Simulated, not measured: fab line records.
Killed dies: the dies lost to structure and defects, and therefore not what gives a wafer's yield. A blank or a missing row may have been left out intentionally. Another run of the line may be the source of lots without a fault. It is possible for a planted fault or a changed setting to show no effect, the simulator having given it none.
2 desks, one fault | flow gf180mcu | every desk sees just its own numbers, and what lay behind them comes last

== AT THE TOOL OWNER'S DESK: litho track-03 ==
The tool's own readings at GF_V1_SOFTBAKE_10 (time 60 s): means of the sampled wafers that have a number, for each lot that ran on this tool. A lot is out of limits, marked OUT, if its mean lies more than 4 standard deviations from the usual mean; the brackets give that distance.
Columns: A = heater power total W at GF_V1_SOFTBAKE_10, usual 93.05 W; B = plate temp C at GF_V1_SOFTBAKE_10, usual 130.01 C
lot  | first seen here | A               | B
L596 | day 20 18:00    | 93.76 (+12) OUT | 130.77 (+5.5) OUT
L599 | day 21 17:00    | 93.89 (+14) OUT | 130.72 (+5.1) OUT
This desk's verdict: out of limits on L596, L599, starting with L596 at day 20 18:00 (heater power total W at GF_V1_SOFTBAKE_10). In limits: none.

== METROLOGY DESK ==
What the gauges read for every lot (on any tool): the sampled wafers with a number, averaged. A lot is out of limits, marked OUT, if its mean lies more than 4 standard deviations from the usual mean; the brackets give that distance.
Columns: A = M1_ALCU_RS at GF_M1_RS_MEAS_05, usual 0.0692 ohm/sq; B = V1_OVL at GF_V1_OVL_MEAS_15, usual 2 nm
lot  | first seen here | A      | B
L596 | day 19 04:27    | 0.0696 | 5
L597 | day 19 12:24    | 0.0693 | 7
L598 | day 19 22:01    | 0.0703 | -7
L599 | day 20 04:41    | 0.0690 | -8
L600 | day 20 13:37    | 0.0698 | 5
L601 | day 21 00:40    | 0.0689 | -2
L604 | day 21 23:02    | 0.0696 | -5
L605 | day 22 08:04    | 0.0688 | -4
L606 | day 22 17:13    | 0.0701 | 4
L607 | day 22 20:07    | 0.0689 | 8
L608 | day 23 08:08    | 0.0694 | -0
L609 | day 23 10:49    | 0.0686 | 10
L610 | day 23 19:26    | 0.0688 | 6
L611 | day 24 00:52    | 0.0686 | -4
This desk's verdict: no lot among the 14 shows anything out of limits.

== BROUGHT TOGETHER ==
The tool owner's desk had the chance to raise an alarm at day 20 18:00 on L596, L599.
From the metrology desk's view, nothing was out of limits.
The metrology desk has L596, L599 on record, within its limits.
Of the lots named, all ran GF_V1_SOFTBAKE_10 on litho track-03.

== WHAT WAS PUT IN BY THE SIMULATOR ==
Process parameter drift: litho track-03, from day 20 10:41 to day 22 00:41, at GF_V1_SOFTBAKE_10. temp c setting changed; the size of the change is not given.
Lots struck among those shown: L596, L599.
Hours from the fault's start to each desk's first reading out of limits: the tool owner's desk, 7.
